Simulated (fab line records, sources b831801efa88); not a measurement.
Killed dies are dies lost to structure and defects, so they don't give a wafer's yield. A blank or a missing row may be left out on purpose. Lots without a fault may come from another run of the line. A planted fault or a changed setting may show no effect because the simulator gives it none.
fab line records | flow gf180mcu
record lots=5 wafers=15 last_day=32
route steps=602 shown DNWELL@36 NWELL@42 LVPWELL@54 MVSD@66
lots that met no fault: from a run of the same line without faults
start_h: hours from the record's first day to the start of the lot's first wafer shown | wait_h: hours since the lot's step before | " the same as in the row above | L1.1+2: a row that stands for several wafers | - no value, or no start given | * or withheld: withheld | < > ~ a bound
route shown NAME@n: a module of which the file shows steps, and the number in the route of the first | usual: mean/standard deviation of fault-free wafers | same: alike in all rows | chamber/n: place in a boat | sites: the reading at each site | _std_site: their standard deviation | _edge_site: outer sites' mean less inner sites' | radius_mm: how far each site lies from the wafer's centre | mask NAME#n: copy n | behind: the tool/chamber that last shaped the wafer | hold: why the lot was held/for how many hours/how that ended | device: the transistor (n, p or np) that didn't switch | end of line: the same wafers' tests at the end of the route | a step without rows: its recipe alone | killed: dies lost to structure and defects at the first sort, not the wafer's yield | map: a wafer's dies, x killed, . not, _ none there
set.NAME: the setting as run; set.NAME@STEP: as run at that earlier step | model.NAME: the simulator's own value behind a step, which no gauge read
lots at some steps of the route; a table a step, a row a wafer
services: from which hour (start_h, from the record's first day; less than 0 if before it) a tool's chamber was out of use, for how many hours, and why
## steps
# step GF_DNWELL_EXPOSE_04
# recipe mask_id=DNWELL target_cd_nm=1700 na=0.6 source_shape=conventional sigma_outer=0.6 dose_mj=260
# columns lot.wafer tool chamber start_h wait_h mask
L080.1+4+6 iline_stepper-01 0 - - DNWELL#0
L081.1+2+5 iline_stepper-02 0 - - DNWELL#0
L083.2+4+6 iline_stepper-02 0 - - DNWELL#0
L085.1+2+6 iline_stepper-01 0 - - DNWELL#0
L088.1+2+3 iline_stepper-01 0 - - DNWELL#0
# step GF_DNWELL_PEB_05
# recipe temp_c=115 time_s=withheld
# usual chill_plate_temp_C=23.00/0.11 heater_power_total_W=69.34/0.12
# columns lot.wafer tool chamber start_h wait_h chill_plate_temp_C heater_power_total_W
L080.1 litho_track-04 0 - - 22.94 69.43
L080.4 " 0 " " 23.10 69.43
L080.6 " 0 " " 22.96 69.12
L081.1 litho_track-01 0 - - 23.06 69.45
L081.2 " 0 " " 23.03 69.27
L081.5 " 0 " " 23.01 69.44
L083.2 litho_track-04 0 - - 23.20 69.18
L083.4 " 0 " " 23.23 69.49
L083.6 " 0 " " 23.20 69.39
L085.1 litho_track-03 0 - - 22.88 69.27
L085.2 " 0 " " 22.99 69.27
L085.6 " 0 " " 23.13 69.30
L088.1 litho_track-03 0 - - 23.02 69.38
L088.2 " 0 " " 23.15 69.27
L088.3 " 0 " " 22.98 69.33
# step GF_DNWELL_DEVELOP_06
# recipe wall_angle_deg=90 develop_time_s=60 dev_temp_c=23
# usual chill_plate_temp_C=23.03/0.094
# columns lot.wafer tool chamber start_h wait_h chill_plate_temp_C
L080.1 litho_track-04 0 - - 23.07
L080.4 " 0 " " 23.01
L080.6 " 0 " " 23.13
L081.1 litho_track-01 0 - - 23.10
L081.2 " 0 " " 22.98
L081.5 " 0 " " 23.04
L083.2 litho_track-04 0 - - 23.18
L083.4 " 0 " " 23.07
L083.6 " 0 " " 23.07
L085.1 litho_track-03 0 - - 23.12
L085.2 " 0 " " 23.16
L085.6 " 0 " " 22.96
L088.1 litho_track-03 0 - - 23.19
L088.2 " 0 " " 22.99
L088.3 " 0 " " 23.02
# step GF_DNWELL_IMPLANT_07
# recipe species=P energy_kev=1500 dose_cm2=1e+13 tilt_deg=0
# usual faraday_current_uA=56.3/1.1
# same implant_ion_amu=31
# columns lot.wafer tool chamber start_h wait_h faraday_current_uA
L080.1 implanter-03 0 75.84 - 52.4
L080.4 " 0 " " 55.7
L080.6 " 0 " " 55.4
L081.1 implanter-04 0 79.67 - 56.9
L081.2 " 0 " " 55.8
L081.5 " 0 " " 54.2
L083.2 implanter-03 0 90.01 - 56.7
L083.4 " 0 " " 57.0
L083.6 " 0 " " 55.9
L085.1 implanter-03 0 101.02 - 56.8
L085.2 " 0 " " 57.4
L085.6 " 0 " " 56.2
L088.1 implanter-03 0 116.77 - 57.8
L088.2 " 0 " " 58.4
L088.3 " 0 " " 58.4
# step GF_DNWELL_STRIP_08
# recipe chemistry=O2/N2 power_w=1400 pressure_mtorr=1500 platen_temp_c=250 o2_flow_sccm=3000 n2_flow_sccm=300 overash_fraction=0.5
# usual drypump_motor_current_A=5.6/0.52 heater_power_w=335/27 oes_product_au=0.723/0.0043 strip_time_to_endpoint_s=36.99/0.095
# columns lot.wafer tool chamber start_h wait_h drypump_motor_current_A heater_power_w oes_product_au rf_hours_counter_h strip_time_to_endpoint_s
L080.1 plasma_asher-02 1 75.99 0.1 5.9 320 0.725 44 37.04
L080.4 " 0 " " 6.3 345 0.727 - 36.96
L080.6 " 0 " " 6.3 358 0.724 - 37.03
L081.1 plasma_asher-03 1 79.82 0.1 5.9 286 0.722 22 36.97
L081.2 " 0 " " 4.9 344 0.727 22 37.00
L081.5 " 0 " " 5.0 348 0.722 - 36.99
L083.2 plasma_asher-03 1 90.14 0.1 5.9 297 0.730 23 36.97
L083.4 " 0 " " 5.0 348 0.715 - 37.01
L083.6 " 0 " " 5.0 353 0.723 - 36.99
L085.1 plasma_asher-01 0 101.17 0.1 5.9 365 0.728 43 36.93
L085.2 " 1 " " 4.9 339 0.725 43 36.90
L085.6 " 0 " " 5.9 370 0.730 - 37.00
L088.1 plasma_asher-01 0 116.92 0.1 5.9 378 0.717 45 37.16
L088.2 " 1 " " 4.9 339 0.722 45 37.05
L088.3 " 0 " " 5.9 375 0.715 - 37.00
# step GF_DNWELL_TW_MEAS_09
# usual DNWELL_TW=1354/8.9
# columns lot.wafer tool chamber start_h wait_h DNWELL_TW
L080.1 film_metro-03 - 76.09 0.1 1369
L080.4 " - " " 1353
L080.6 " - " " 1354
L081.1 film_metro-02 - 79.94 0.1 1370
L081.2 " - " " 1366
L081.5 " - " " 1368
L083.2 film_metro-03 - 90.25 0.1 1360
L083.4 " - " " 1358
L083.6 " - " " 1364
L085.1 film_metro-04 - 101.27 0.1 1346
L085.2 " - " " 1342
L085.6 " - " " 1347
L088.1 film_metro-02 - 117.02 0.1 1372
L088.2 " - " " 1363
L088.3 " - " " 1369
# step GF_NWELL_DEHYDRATE_00
# recipe temp_c=200 time_s=60
# usual chill_plate_temp_C=23.00/0.088 heater_power_total_W=160.34/0.12
# columns lot.wafer tool chamber start_h wait_h chill_plate_temp_C heater_power_total_W
L080.1 litho_track-01 0 81.87 5.8 23.02 160.40
L080.4 " 0 " " 23.18 160.38
L080.6 " 0 " " 22.97 160.39
L081.1 litho_track-02 0 86.38 6.4 23.02 160.15
L081.2 " 0 " " 22.87 160.21
L081.5 " 0 " " 23.10 160.24
L083.2 litho_track-02 0 96.01 5.8 23.02 160.54
L083.4 " 0 " " 23.11 160.40
L083.6 " 0 " " 22.89 160.37
L085.1 litho_track-04 0 107.64 6.4 23.07 160.37
L085.2 " 0 " " 23.04 160.22
L085.6 " 0 " " 23.14 160.50
L088.1 litho_track-04 0 123.84 6.8 22.95 160.33
L088.2 " 0 " " 22.96 160.52
L088.3 " 0 " " 22.99 160.44
# step GF_NWELL_HMDS_01
# recipe prime_time_s=60 prime_temp_c=120
# usual chill_plate_temp_C=23.02/0.11 prime_temp_c=119.98/0.14
# columns lot.wafer tool chamber start_h wait_h chill_plate_temp_C prime_temp_c
L080.1 litho_track-01 0 82.02 0.1 23.09 119.95
L080.4 " 0 " " 23.18 120.02
L080.6 " 0 " " 23.07 119.89
L081.1 litho_track-02 0 86.53 0.1 22.88 119.97
L081.2 " 0 " " 22.83 120.06
L081.5 " 0 " " 23.01 120.21
L083.2 litho_track-02 0 96.16 0.1 22.92 119.90
L083.4 " 0 " " 22.90 119.95
L083.6 " 0 " " 22.91 119.95
L085.1 litho_track-04 0 107.79 0.1 23.00 120.07
L085.2 " 0 " " 22.86 119.96
L085.6 " 0 " " 23.01 119.84
L088.1 litho_track-04 0 123.99 0.1 23.13 120.09
L088.2 " 0 " " 22.98 119.87
L088.3 " 0 " " 23.06 120.22
# step GF_NWELL_COAT_02
# recipe spin_rpm=1957 resist_thk_nm=3000
# usual chill_plate_temp_C=22.99/0.11
# columns lot.wafer tool chamber start_h wait_h chill_plate_temp_C
L080.1 litho_track-01 0 82.17 0.1 23.09
L080.4 " 0 " " 22.81
L080.6 " 0 " " 23.04
L081.1 litho_track-02 0 86.68 0.1 23.01
L081.2 " 0 " " 22.98
L081.5 " 0 " " 23.04
L083.2 litho_track-02 0 96.31 0.1 23.15
L083.4 " 0 " " 23.00
L083.6 " 0 " " 23.02
L085.1 litho_track-04 0 107.94 0.1 22.98
L085.2 " 0 " " 22.83
L085.6 " 0 " " 23.04
L088.1 litho_track-04 0 124.14 0.1 23.12
L088.2 " 0 " " 23.14
L088.3 " 0 " " 23.34
# step GF_NWELL_SOFTBAKE_03
# recipe temp_c=110 time_s=withheld
# usual chill_plate_temp_C=23.01/0.1 heater_power_total_W=65.35/0.13
# columns lot.wafer tool chamber start_h wait_h chill_plate_temp_C heater_power_total_W
L080.1 litho_track-01 0 82.32 0.1 23.01 65.40
L080.4 " 0 " " 22.92 65.52
L080.6 " 0 " " 23.03 65.29
L081.1 litho_track-02 0 86.83 0.1 22.98 65.34
L081.2 " 0 " " 23.09 65.42
L081.5 " 0 " " 23.05 65.39
L083.2 litho_track-02 0 96.47 0.1 23.18 65.44
L083.4 " 0 " " 23.04 65.47
L083.6 " 0 " " 23.10 65.24
L085.1 litho_track-04 0 108.09 0.1 23.19 65.41
L085.2 " 0 " " 23.24 65.23
L085.6 " 0 " " 23.17 65.16
L088.1 litho_track-04 0 124.29 0.1 23.02 65.49
L088.2 " 0 " " 22.94 65.46
L088.3 " 0 " " 23.00 65.18
# step GF_NWELL_EXPOSE_04
# recipe mask_id=Nwell target_cd_nm=860 na=0.6 source_shape=conventional sigma_outer=0.6 dose_mj=260
# columns lot.wafer tool chamber start_h wait_h mask
L080.1+4+6 iline_stepper-02 0 - - Nwell#0
L081.1+2+5 iline_stepper-02 0 - - Nwell#0
L083.2+4+6 iline_stepper-01 0 - - Nwell#0
L085.1+2+6 iline_stepper-01 0 - - Nwell#0
L088.1+2+3 iline_stepper-01 0 - - Nwell#0
# step GF_NWELL_PEB_05
# recipe temp_c=115 time_s=withheld
# usual chill_plate_temp_C=22.98/0.093 heater_power_total_W=69.36/0.12
# columns lot.wafer tool chamber start_h wait_h chill_plate_temp_C heater_power_total_W
L080.1 litho_track-02 0 - - 22.97 69.46
L080.4 " 0 " " 23.01 69.27
L080.6 " 0 " " 23.03 69.09
L081.1 litho_track-02 0 - - 22.84 69.54
L081.2 " 0 " " 22.96 69.46
L081.5 " 0 " " 23.00 69.44
L083.2 litho_track-04 0 - - 23.11 69.32
L083.4 " 0 " " 23.02 69.24
L083.6 " 0 " " 23.09 69.32
L085.1 litho_track-04 0 - - 23.00 69.37
L085.2 " 0 " " 23.01 69.46
L085.6 " 0 " " 23.00 69.32
L088.1 litho_track-02 0 - - 22.99 69.17
L088.2 " 0 " " 23.06 69.45
L088.3 " 0 " " 23.04 69.21
# step GF_NWELL_DEVELOP_06
# recipe wall_angle_deg=90 develop_time_s=60 dev_temp_c=23
# usual chill_plate_temp_C=23.02/0.1
# columns lot.wafer tool chamber start_h wait_h chill_plate_temp_C
L080.1 litho_track-02 0 - - 23.01
L080.4 " 0 " " 22.92
L080.6 " 0 " " 22.91
L081.1 litho_track-02 0 - - 23.09
L081.2 " 0 " " 23.00
L081.5 " 0 " " 23.01
L083.2 litho_track-04 0 - - 22.80
L083.4 " 0 " " 22.96
L083.6 " 0 " " 23.01
L085.1 litho_track-04 0 - - 22.99
L085.2 " 0 " " 23.02
L085.6 " 0 " " 23.17
L088.1 litho_track-02 0 - - 22.99
L088.2 " 0 " " 23.19
L088.3 " 0 " " 23.02
# step GF_NWELL_OVL_MEAS_07
# usual NWELL_OVL=0.0/1.5
# columns lot.wafer tool chamber start_h wait_h NWELL_OVL[nm]
L080.1 overlay-02 - 89.63 - 0.9
L080.4 " - " " 1.9
L080.6 " - " " 0.4
L081.1 overlay-01 - 93.83 - 0.7
L081.2 " - " " -1.0
L081.5 " - " " -1.2
L083.2 overlay-01 - 103.94 - -1.1
L083.4 " - " " 1.1
L083.6 " - " " 2.7
L085.1 overlay-02 - 115.24 - -1.9
L085.2 " - " " 0.3
L085.6 " - " " -1.7
L088.1 overlay-01 - 132.13 - 0.3
L088.2 " - " " 0.8
L088.3 " - " " -0.7
# step GF_NWELL_IMPLANT_08
# recipe species=P energy_kev=450 dose_cm2=1.5e+13 tilt_deg=0
# usual faraday_current_uA=84.7/1.5
# same implant_ion_amu=31
# columns lot.wafer tool chamber start_h wait_h faraday_current_uA
L080.1 implanter-04 0 89.67 0.0 86.5
L080.4 " 0 " " 85.1
L080.6 " 0 " " 85.1
L081.1 implanter-04 0 93.87 0.0 84.1
L081.2 " 0 " " 86.5
L081.5 " 0 " " 83.1
L083.2 implanter-01 0 104.00 0.0 83.6
L083.4 " 0 " " 82.9
L083.6 " 0 " " 84.4
L085.1 implanter-01 0 115.27 0.0 84.9
L085.2 " 0 " " 84.3
L085.6 " 0 " " 83.9
L088.1 implanter-01 0 132.17 0.0 87.7
L088.2 " 0 " " 86.7
L088.3 " 0 " " 83.4
# step GF_NWELL_IMPLANT_09
# recipe species=P energy_kev=160 dose_cm2=4e+12 tilt_deg=0
# usual faraday_current_uA=22.6/0.48
# same implant_ion_amu=31
# columns lot.wafer tool chamber start_h wait_h faraday_current_uA
L080.1 implanter-04 0 89.82 0.1 22.2
L080.4 " 0 " " 22.8
L080.6 " 0 " " 23.1
L081.1 implanter-04 0 94.02 0.1 22.5
L081.2 " 0 " " 22.7
L081.5 " 0 " " 22.9
L083.2 implanter-01 0 104.15 0.1 22.9
L083.4 " 0 " " 22.8
L083.6 " 0 " " 22.6
L085.1 implanter-01 0 115.42 0.1 23.4
L085.2 " 0 " " 23.4
L085.6 " 0 " " 22.4
L088.1 implanter-01 0 132.32 0.1 23.0
L088.2 " 0 " " 23.5
L088.3 " 0 " " 22.3
# step GF_NWELL_STRIP_10
# recipe chemistry=O2/N2 power_w=1400 pressure_mtorr=1500 platen_temp_c=250 o2_flow_sccm=3000 n2_flow_sccm=300 overash_fraction=0.5
# usual drypump_motor_current_A=5.4/0.5 heater_power_w=342/39 oes_product_au=0.723/0.005 strip_time_to_endpoint_s=37.41/0.098
# columns lot.wafer tool chamber start_h wait_h drypump_motor_current_A heater_power_w oes_product_au rf_hours_counter_h strip_time_to_endpoint_s
L080.1 plasma_asher-01 1 89.97 0.1 4.9 343 0.725 42 37.48
L080.4 " 0 " " 5.9 364 0.721 - 37.37
L080.6 " 0 " " 5.9 386 0.730 - 37.51
L081.1 plasma_asher-04 0 94.17 0.1 4.6 305 0.720 48 37.53
L081.2 " 1 " " 5.7 423 0.727 48 37.48
L081.5 " 1 " " 5.7 416 0.719 - 37.49
L083.2 plasma_asher-04 0 104.27 0.1 4.6 321 0.729 49 37.29
L083.4 " 0 " " 4.6 311 0.724 - 37.42
L083.6 " 0 " " 4.6 312 0.726 - 37.32
L085.1 plasma_asher-01 1 115.57 0.1 4.9 329 0.715 45 37.39
L085.2 " 0 " " 5.9 386 0.722 45 37.32
L085.6 " 1 " " 4.9 329 0.728 - 37.30
L088.1 plasma_asher-01 0 132.47 0.1 5.9 380 0.730 47 37.58
L088.2 " 1 " " 4.9 338 0.726 47 37.52
L088.3 " 1 " " 4.9 341 0.726 - 37.57
# step GF_NWELL_TW_MEAS_11
# usual NWELL_TW=1580/9.9
# columns lot.wafer tool chamber start_h wait_h NWELL_TW
L080.1 film_metro-04 - 90.07 0.1 1573
L080.4 " - " " 1565
L080.6 " - " " 1562
L081.1 film_metro-02 - 94.27 0.1 1587
L081.2 " - " " 1587
L081.5 " - " " 1587
L083.2 film_metro-04 - 104.38 0.1 1559
L083.4 " - " " 1566
L083.6 " - " " 1570
L085.1 film_metro-04 - 115.67 0.1 1572
L085.2 " - " " 1570
L085.6 " - " " 1575
L088.1 film_metro-02 - 132.57 0.1 1595
L088.2 " - " " 1591
L088.3 " - " " 1596
# step GF_LVPWELL_DEHYDRATE_00
# recipe temp_c=200 time_s=60
# usual chill_plate_temp_C=22.96/0.1 heater_power_total_W=160.37/0.12
# columns lot.wafer tool chamber start_h wait_h chill_plate_temp_C heater_power_total_W
L080.1 litho_track-01 0 95.97 5.9 22.87 160.29
L080.4 " 0 " " 22.97 160.61
L080.6 " 0 " " 23.19 160.28
L081.1 litho_track-02 0 100.63 6.4 22.92 160.21
L081.2 " 0 " " 22.78 160.34
L081.5 " 0 " " 22.79 160.49
L083.2 litho_track-03 0 110.40 6.0 22.96 160.38
L083.4 " 0 " " 22.86 160.24
L083.6 " 0 " " 22.85 160.39
L085.1 litho_track-01 0 121.82 6.1 22.89 160.46
L085.2 " 0 " " 22.96 160.24
L085.6 " 0 " " 22.98 160.39
L088.1 litho_track-01 0 139.42 6.8 23.06 160.41
L088.2 " 0 " " 22.87 160.46
L088.3 " 0 " " 23.08 160.25
# step GF_LVPWELL_HMDS_01
# recipe prime_time_s=60 prime_temp_c=120
# usual chill_plate_temp_C=23.02/0.1 prime_temp_c=119.99/0.13
# columns lot.wafer tool chamber start_h wait_h chill_plate_temp_C prime_temp_c
L080.1 litho_track-01 0 96.12 0.1 22.91 119.81
L080.4 " 0 " " 23.02 119.85
L080.6 " 0 " " 22.68 120.05
L081.1 litho_track-02 0 100.78 0.1 22.94 119.99
L081.2 " 0 " " 23.12 119.85
L081.5 " 0 " " 23.01 119.94
L083.2 litho_track-03 0 110.55 0.1 22.93 120.00
L083.4 " 0 " " 23.00 120.02
L083.6 " 0 " " 22.91 120.11
L085.1 litho_track-01 0 121.97 0.1 23.12 119.97
L085.2 " 0 " " 22.84 119.85
L085.6 " 0 " " 23.02 119.98
L088.1 litho_track-01 0 139.57 0.1 23.21 120.09
L088.2 " 0 " " 23.05 119.84
L088.3 " 0 " " 23.09 120.04
# step GF_LVPWELL_COAT_02
# recipe spin_rpm=2000 resist_thk_nm=3000
# usual chill_plate_temp_C=23.01/0.11
# columns lot.wafer tool chamber start_h wait_h chill_plate_temp_C
L080.1 litho_track-01 0 96.27 0.1 23.03
L080.4 " 0 " " 22.84
L080.6 " 0 " " 22.94
L081.1 litho_track-02 0 100.93 0.1 23.09
L081.2 " 0 " " 23.36
L081.5 " 0 " " 23.37
L083.2 litho_track-03 0 110.70 0.1 23.05
L083.4 " 0 " " 22.93
L083.6 " 0 " " 22.87
L085.1 litho_track-01 0 122.12 0.1 22.86
L085.2 " 0 " " 22.95
L085.6 " 0 " " 23.06
L088.1 litho_track-01 0 139.72 0.1 22.86
L088.2 " 0 " " 22.96
L088.3 " 0 " " 23.02
# step GF_LVPWELL_SOFTBAKE_03
# recipe temp_c=110 time_s=withheld
# usual chill_plate_temp_C=23.02/0.11 heater_power_total_W=65.31/0.15
# columns lot.wafer tool chamber start_h wait_h chill_plate_temp_C heater_power_total_W
L080.1 litho_track-01 0 96.42 0.1 23.01 65.18
L080.4 " 0 " " 23.00 65.24
L080.6 " 0 " " 22.96 65.48
L081.1 litho_track-02 0 101.08 0.1 23.08 65.32
L081.2 " 0 " " 22.99 65.36
L081.5 " 0 " " 22.95 65.43
L083.2 litho_track-03 0 110.86 0.1 23.02 65.33
L083.4 " 0 " " 23.11 65.16
L083.6 " 0 " " 23.15 65.04
L085.1 litho_track-01 0 122.27 0.1 23.04 65.40
L085.2 " 0 " " 22.95 65.29
L085.6 " 0 " " 22.94 65.11
L088.1 litho_track-01 0 139.87 0.1 22.82 65.23
L088.2 " 0 " " 22.87 65.19
L088.3 " 0 " " 22.94 65.18
# step GF_LVPWELL_EXPOSE_04
# recipe mask_id=LVPWELL target_cd_nm=600 na=0.6 source_shape=conventional sigma_outer=0.6 dose_mj=260
# columns lot.wafer tool chamber start_h wait_h mask
L080.1+4+6 iline_stepper-01 0 - - LVPWELL#0
L081.1+2+5 iline_stepper-02 0 - - LVPWELL#0
L083.2+4+6 iline_stepper-02 0 - - LVPWELL#0
L085.1+2+6 iline_stepper-02 0 - - LVPWELL#0
L088.1+2+3 iline_stepper-02 0 - - LVPWELL#0
# step GF_LVPWELL_PEB_05
# recipe temp_c=115 time_s=withheld
# usual chill_plate_temp_C=23.00/0.099 heater_power_total_W=69.32/0.13
# columns lot.wafer tool chamber start_h wait_h chill_plate_temp_C heater_power_total_W
L080.1 litho_track-01 0 - - 22.91 69.34
L080.4 " 0 " " 22.92 69.35
L080.6 " 0 " " 22.88 69.31
L081.1 litho_track-01 0 - - 23.04 69.52
L081.2 " 0 " " 23.06 69.19
L081.5 " 0 " " 23.09 69.33
L083.2 litho_track-02 0 - - 23.04 69.33
L083.4 " 0 " " 23.01 69.22
L083.6 " 0 " " 23.05 69.43
L085.1 litho_track-03 0 - - 22.98 69.42
L085.2 " 0 " " 23.02 69.41
L085.6 " 0 " " 22.82 69.38
L088.1 litho_track-02 0 - - 22.88 69.15
L088.2 " 0 " " 22.99 69.27
L088.3 " 0 " " 23.06 69.31
# step GF_LVPWELL_DEVELOP_06
# recipe wall_angle_deg=90 develop_time_s=60 dev_temp_c=23
# usual chill_plate_temp_C=22.99/0.1
# columns lot.wafer tool chamber start_h wait_h chill_plate_temp_C
L080.1 litho_track-01 0 - - 23.01
L080.4 " 0 " " 23.04
L080.6 " 0 " " 22.85
L081.1 litho_track-01 0 - - 23.07
L081.2 " 0 " " 22.95
L081.5 " 0 " " 22.87
L083.2 litho_track-02 0 - - 22.89
L083.4 " 0 " " 23.03
L083.6 " 0 " " 23.04
L085.1 litho_track-03 0 - - 23.24
L085.2 " 0 " " 23.20
L085.6 " 0 " " 23.13
L088.1 litho_track-02 0 - - 23.01
L088.2 " 0 " " 22.94
L088.3 " 0 " " 22.95
# step GF_LVPWELL_OVL_MEAS_07
# usual LVPWELL_OVL=-1.3/1.3
# columns lot.wafer tool chamber start_h wait_h LVPWELL_OVL[nm]
L080.1 overlay-02 - 104.02 - -2.2
L080.4 " - " " -2.3
L080.6 " - " " -2.5
L081.1 overlay-01 - 108.12 - -3.3
L081.2 " - " " -1.9
L081.5 " - " " -3.0
L083.2 overlay-02 - 118.59 - -3.8
L083.4 " - " " -3.0
L083.6 " - " " -3.7
L085.1 overlay-02 - 129.47 - -0.8
L085.2 " - " " -2.9
L085.6 " - " " -0.9
L088.1 overlay-02 - 147.68 - -2.6
L088.2 " - " " -2.0
L088.3 " - " " -1.9
# step GF_LVPWELL_IMPLANT_08
# recipe species=B energy_kev=170 dose_cm2=1.5e+13 tilt_deg=0
# usual faraday_current_uA=84.4/1.8
# same implant_ion_amu=11
# columns lot.wafer tool chamber start_h wait_h faraday_current_uA
L080.1 implanter-02 0 104.05 0.0 85.6
L080.4 " 0 " " 86.0
L080.6 " 0 " " 87.0
L081.1 implanter-04 0 108.15 0.0 85.5
L081.2 " 0 " " 85.1
L081.5 " 0 " " 85.3
L083.2 implanter-04 0 118.65 0.0 84.7
L083.4 " 0 " " 85.8
L083.6 " 0 " " 82.5
L085.1 implanter-01 0 129.51 0.0 82.7
L085.2 " 0 " " 81.3
L085.6 " 0 " " 85.4
L088.1 implanter-02 0 147.72 0.0 81.9
L088.2 " 0 " " 84.9
L088.3 " 0 " " 84.0
# step GF_LVPWELL_IMPLANT_09
# recipe species=B energy_kev=60 dose_cm2=5e+12 tilt_deg=0
# usual faraday_current_uA=28.3/0.56
# same implant_ion_amu=11
# columns lot.wafer tool chamber start_h wait_h faraday_current_uA
L080.1 implanter-02 0 104.20 0.1 28.4
L080.4 " 0 " " 27.9
L080.6 " 0 " " 28.3
L081.1 implanter-04 0 108.30 0.1 27.9
L081.2 " 0 " " 28.0
L081.5 " 0 " " 28.5
L083.2 implanter-04 0 118.80 0.1 28.1
L083.4 " 0 " " 27.3
L083.6 " 0 " " 28.0
L085.1 implanter-01 0 129.66 0.1 28.1
L085.2 " 0 " " 28.7
L085.6 " 0 " " 29.2
L088.1 implanter-02 0 147.87 0.1 29.2
L088.2 " 0 " " 28.0
L088.3 " 0 " " 29.6
# step GF_LVPWELL_STRIP_10
# recipe chemistry=O2/N2 power_w=1400 pressure_mtorr=1500 platen_temp_c=250 o2_flow_sccm=3000 n2_flow_sccm=300 overash_fraction=0.5
# usual drypump_motor_current_A=5.5/0.61 heater_power_w=343/43 oes_product_au=0.723/0.0047 strip_time_to_endpoint_s=37.01/0.09
# columns lot.wafer tool chamber start_h wait_h drypump_motor_current_A heater_power_w oes_product_au rf_hours_counter_h strip_time_to_endpoint_s
L080.1 plasma_asher-03 0 104.35 0.1 4.9 348 0.721 25 37.01
L080.4 " 0 " " 5.0 348 0.721 - 37.05
L080.6 " 0 " " 5.0 354 0.732 - 37.01
L081.1 plasma_asher-02 0 108.45 0.1 6.3 343 0.719 47 37.02
L081.2 " 1 " " 5.8 314 0.724 47 36.99
L081.5 " 1 " " 5.9 319 0.718 - 37.06
L083.2 plasma_asher-02 1 118.92 0.1 5.9 327 0.725 0 37.10
L083.4 " 1 " " 5.9 324 0.719 - 37.08
L083.6 " 1 " " 5.9 315 0.729 - 37.03
L085.1 plasma_asher-04 1 129.81 0.1 5.7 424 0.719 52 37.02
L085.2 " 0 " " 4.6 312 0.728 52 37.04
L085.6 " 0 " " 4.6 322 0.723 - 36.98
L088.1 plasma_asher-02 1 148.02 0.1 5.9 316 0.726 2 37.06
L088.2 " 0 " " 6.4 329 0.721 2 37.00
L088.3 " 1 " " 5.8 325 0.730 - 37.19
# step GF_LVPWELL_TW_MEAS_11
# usual LVPWELL_TW=561/3.8
# columns lot.wafer tool chamber start_h wait_h LVPWELL_TW
L080.1 film_metro-04 - 104.45 0.1 554
L080.4 " - " " 560
L080.6 " - " " 556
L081.1 film_metro-04 - 108.55 0.1 554
L081.2 " - " " 559
L081.5 " - " " 558
L083.2 film_metro-02 - 119.03 0.1 563
L083.4 " - " " 566
L083.6 " - " " 567
L085.1 film_metro-04 - 129.91 0.1 555
L085.2 " - " " 556
L085.6 " - " " 554
L088.1 film_metro-01 - 148.12 0.1 562
L088.2 " - " " 563
L088.3 " - " " 566
# step GF_MVSD_DEHYDRATE_00
# recipe temp_c=200 time_s=60
# usual chill_plate_temp_C=23.00/0.12 heater_power_total_W=160.36/0.12
# columns lot.wafer tool chamber start_h wait_h chill_plate_temp_C heater_power_total_W
L080.1 litho_track-04 0 110.84 6.4 22.86 160.18
L080.4 " 0 " " 22.98 160.41
L080.6 " 0 " " 22.91 160.20
L081.1 litho_track-03 0 114.82 6.3 22.95 160.47
L081.2 " 0 " " 22.97 160.18
L081.5 " 0 " " 22.83 160.50
L083.2 litho_track-04 0 125.76 6.7 22.87 160.26
L083.4 " 0 " " 22.92 160.37
L083.6 " 0 " " 22.91 160.24
L085.1 litho_track-04 0 137.24 7.3 22.73 160.27
L085.2 " 0 " " 22.90 160.50
L085.6 " 0 " " 22.79 160.29
L088.1 litho_track-04 0 155.19 7.1 23.13 160.34
L088.2 " 0 " " 23.16 160.45
L088.3 " 0 " " 23.05 160.37
# step GF_MVSD_HMDS_01
# recipe prime_time_s=60 prime_temp_c=120
# usual chill_plate_temp_C=23.01/0.096 prime_temp_c=119.98/0.14
# columns lot.wafer tool chamber start_h wait_h chill_plate_temp_C prime_temp_c
L080.1 litho_track-04 0 110.99 0.1 22.94 119.69
L080.4 " 0 " " 22.94 119.87
L080.6 " 0 " " 22.96 119.85
L081.1 litho_track-03 0 114.97 0.1 23.12 119.73
L081.2 " 0 " " 23.08 119.97
L081.5 " 0 " " 22.95 119.69
L083.2 litho_track-04 0 125.91 0.1 23.00 119.87
L083.4 " 0 " " 23.12 120.14
L083.6 " 0 " " 22.97 119.98
L085.1 litho_track-04 0 137.39 0.1 23.05 119.89
L085.2 " 0 " " 23.06 120.03
L085.6 " 0 " " 23.14 119.95
L088.1 litho_track-04 0 155.34 0.1 22.90 119.96
L088.2 " 0 " " 23.09 120.29
L088.3 " 0 " " 23.05 120.21
# step GF_MVSD_COAT_02
# recipe spin_rpm=2000 resist_thk_nm=3000
# usual chill_plate_temp_C=23.02/0.096
# columns lot.wafer tool chamber start_h wait_h chill_plate_temp_C
L080.1 litho_track-04 0 111.14 0.1 23.09
L080.4 " 0 " " 22.84
L080.6 " 0 " " 23.05
L081.1 litho_track-03 0 115.12 0.1 22.92
L081.2 " 0 " " 23.03
L081.5 " 0 " " 22.91
L083.2 litho_track-04 0 126.06 0.1 23.15
L083.4 " 0 " " 23.23
L083.6 " 0 " " 23.06
L085.1 litho_track-04 0 137.54 0.1 23.08
L085.2 " 0 " " 23.06
L085.6 " 0 " " 22.85
L088.1 litho_track-04 0 155.49 0.1 23.07
L088.2 " 0 " " 22.95
L088.3 " 0 " " 23.09
## services
# columns tool chamber start_h hours kind
implanter-04 - 49.07 2.6 repair
plasma_asher-02 - 55.66 1.8 repair
implanter-01 - 61.11 1.3 repair
implanter-04 - 71.69 7.3 repair
plasma_asher-01 - 74.25 1.8 repair
plasma_asher-01 - 78.71 2.5 repair
iline_stepper-01 - 88.33 1.7 pm
implanter-03 - 99.39 0.5 repair
iline_stepper-01 - 102.56 3.3 repair
plasma_asher-02 - 108.75 9.0 pm
plasma_asher-02 0 108.75 9.0 vent_cycle
plasma_asher-02 1 108.75 9.0 vent_cycle
iline_stepper-01 0 113.67 - calibration
plasma_asher-02 0 117.75 - clean
plasma_asher-02 1 117.75 - clean
implanter-02 - 118.24 8.6 pm
plasma_asher-02 - 135.41 7.3 repair
litho_track-04 - 136.40 - consumable_replace:filter
plasma_asher-02 - 142.75 2.8 pm
implanter-03 - 145.55 3.7 pm
plasma_asher-03 - 145.94 1.1 repair
## key
fault none
